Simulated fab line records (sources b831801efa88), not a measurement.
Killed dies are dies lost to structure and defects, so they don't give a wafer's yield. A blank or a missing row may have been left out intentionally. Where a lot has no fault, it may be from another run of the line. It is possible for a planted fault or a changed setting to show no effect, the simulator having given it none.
Problem report in the 8D (eight disciplines) form, filled by code | flow sky130 | the parts of the form that need people (team, actions taken, sign-off) are left out

== 1. WHAT WENT WRONG ==
RES_XHIGH_TW at SKY_RES_XHIGH_TW_MEAS_09 reads a mean of 30 on 6 wafers of 2 lots; wafers without a fault read 1639 with a standard deviation of 20. Relative to the usual mean, that is a shift of -80 standard deviations.
First seen on wafer L543.2, day 30 04:52, on film-metro-01. The record holds 42 wafers of 14 lots with a number at this step. Rule for "out", or "out of limits": more than 4 standard deviations from the usual mean. The other wafers with a number count as sound.

== 2. WHAT IT IS, WHAT IT ISN'T ==
question                    | is                           | is not
which readings at this step | RES_XHIGH_TW                 | -
which lots                  | L542, L543                   | L532, L533, L534, L535, L540, L541, L547, L548, L550, L553, L554, L555
which wafers of those lots  | all that have a number       | -
read on which gauges        | film-metro-01, film-metro-04 | film-metro-03
when                        | from day 30 04:52            | up to then (18 sound wafers); but 18 sound wafers of L547, L548, L550, L553, L554, L555 came after

== 3. WHAT RULES OUT EACH SUSPECT ==
Counting: a tool stays on the suspect list if, at a process step up to the reading, it processed all lots that are out and no sound lot following the first of them.
- the gauge at SKY_RES_XHIGH_TW_MEAS_09: ruled out. The wafers that are out were read on 2 gauges (film-metro-01, film-metro-04).
- iline-stepper-02 at SKY_RES_XHIGH_EXPOSE_04 (exposes mask URPM, target cd 1270 nm): ruled out as a lasting fault. After its first lot that is out, L543 (day 29 15:03), sound lots L547, L548, L550, L555 ran on it.
Left after counting: nothing in the record.

== 4. THE CAUSE (what the simulator had put in) ==
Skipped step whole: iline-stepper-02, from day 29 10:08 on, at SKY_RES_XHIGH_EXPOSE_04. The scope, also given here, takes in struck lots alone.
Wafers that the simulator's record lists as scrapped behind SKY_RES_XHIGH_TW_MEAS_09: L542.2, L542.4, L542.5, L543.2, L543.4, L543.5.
The count ruled it out by mistake, since the rule takes a fault to strike every lot its tool runs from the start of the fault on, and this one did not do so.

== 5. SEQUENCE OF EFFECTS, ordered by route ==
Each row: a reading whose mean over the struck wafers that have a number lies more than 3 standard deviations from the usual. Scope: only readings with a usual standard deviation given in the record; hours: median across lots of the time from each lot's start at the first step in this table that gives one to its start at this step; sigmas: change in usual standard deviations.
hours | step                     | reading      | usual | on struck wafers | change | sigmas
0     | SKY_RES_XHIGH_TW_MEAS_09 | RES_XHIGH_TW | 1639  | 30               | -1609  | -80
Readings that are blank on the struck wafers while sound wafers have them: exposure-dose-mJ-cm2 at SKY_RES_XHIGH_EXPOSE_04; focus-offset-nm at SKY_RES_XHIGH_EXPOSE_04.

== 6. HOW IT WOULD HAVE BEEN CAUGHT EARLIER ==
In this record the first reading out of limits at a measuring or inspecting step was taken at day 30 04:52, 19 hours after the fault began at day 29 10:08.
At SKY_RES_XHIGH_EXPOSE_04 the tool's readings are blank on the struck wafers, where sound wafers have them: an empty tool record is the first sign, and it was there at once.
